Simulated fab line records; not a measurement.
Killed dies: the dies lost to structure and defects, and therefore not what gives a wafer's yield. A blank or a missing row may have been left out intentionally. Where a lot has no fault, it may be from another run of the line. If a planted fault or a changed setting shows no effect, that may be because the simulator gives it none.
What tool caused it? ; flow gf180mcu ; 18 wafers from 6 lots sampled at 2 of the route's 602 steps

WHAT THE GAUGES READ, wafer by wafer
GF_VT_IMPLANT_RS_MEAS_46: a four-point-probe measurement.
lot;measured;on;MVSD_RS (ohm/sq)
L496;day 7 21:09;film-metro-02;458.9 457.3 458.2
L500;day 9 00:44;film-metro-01;458.1 456.9 456.5
L505;day 10 07:11;film-metro-04;455.6 456.8 455.7
L507;day 10 21:31;film-metro-04;401.7 400.6 400.4
L513;day 12 14:04;film-metro-04;457.8 458.6 456.3
L516;day 13 06:45;film-metro-04;454.1 454.7 455.4

WHAT TOOL EACH LOT RAN ON (gives the tool, then ch and the chambers of the sampled wafers, and finally the start)
lot;GF_MVSD_IMPLANT_09
L496;implanter-03 ch 0, day 4 15:55
L500;implanter-03 ch 0, day 5 16:28
L505;implanter-01 ch 0, day 6 19:28
L507;implanter-01 ch 0, day 7 10:01
L513;implanter-01 ch 0, day 8 20:13
L516;implanter-01 ch 0, day 9 12:26
- GF_MVSD_IMPLANT_09

THE ANSWER, worked out from the rows above alone
Rule: usual is defined by the lots themselves. The widest of any qualifying gaps counts: lots, ordered by their means at a reading, are off when they make up no more than a third of the lots, leave a main group of 4 or more, and stand apart from it by 3 or more times the standard deviation of that group's means. If all means in a main group match to the digits the tables above print for the reading, that group is not used. Also off: a lot with no number at a reading for which 4 or more lots have one. All remaining lots with rows at the step are treated as sound.
Off: L507, at GF_VT_IMPLANT_RS_MEAS_46 (MVSD_RS). Mean 456.7 ohm/sq and standard deviation 1.2 in the main group.
If a tool, at a process step before that reading, ran all the lots that are off and no sound lot after the first of them, it fits. Gauges at GF_VT_IMPLANT_RS_MEAS_46: tried the same way as those tools. No candidate that was tried fits.

WHAT THE SIMULATOR HAD INSERTED
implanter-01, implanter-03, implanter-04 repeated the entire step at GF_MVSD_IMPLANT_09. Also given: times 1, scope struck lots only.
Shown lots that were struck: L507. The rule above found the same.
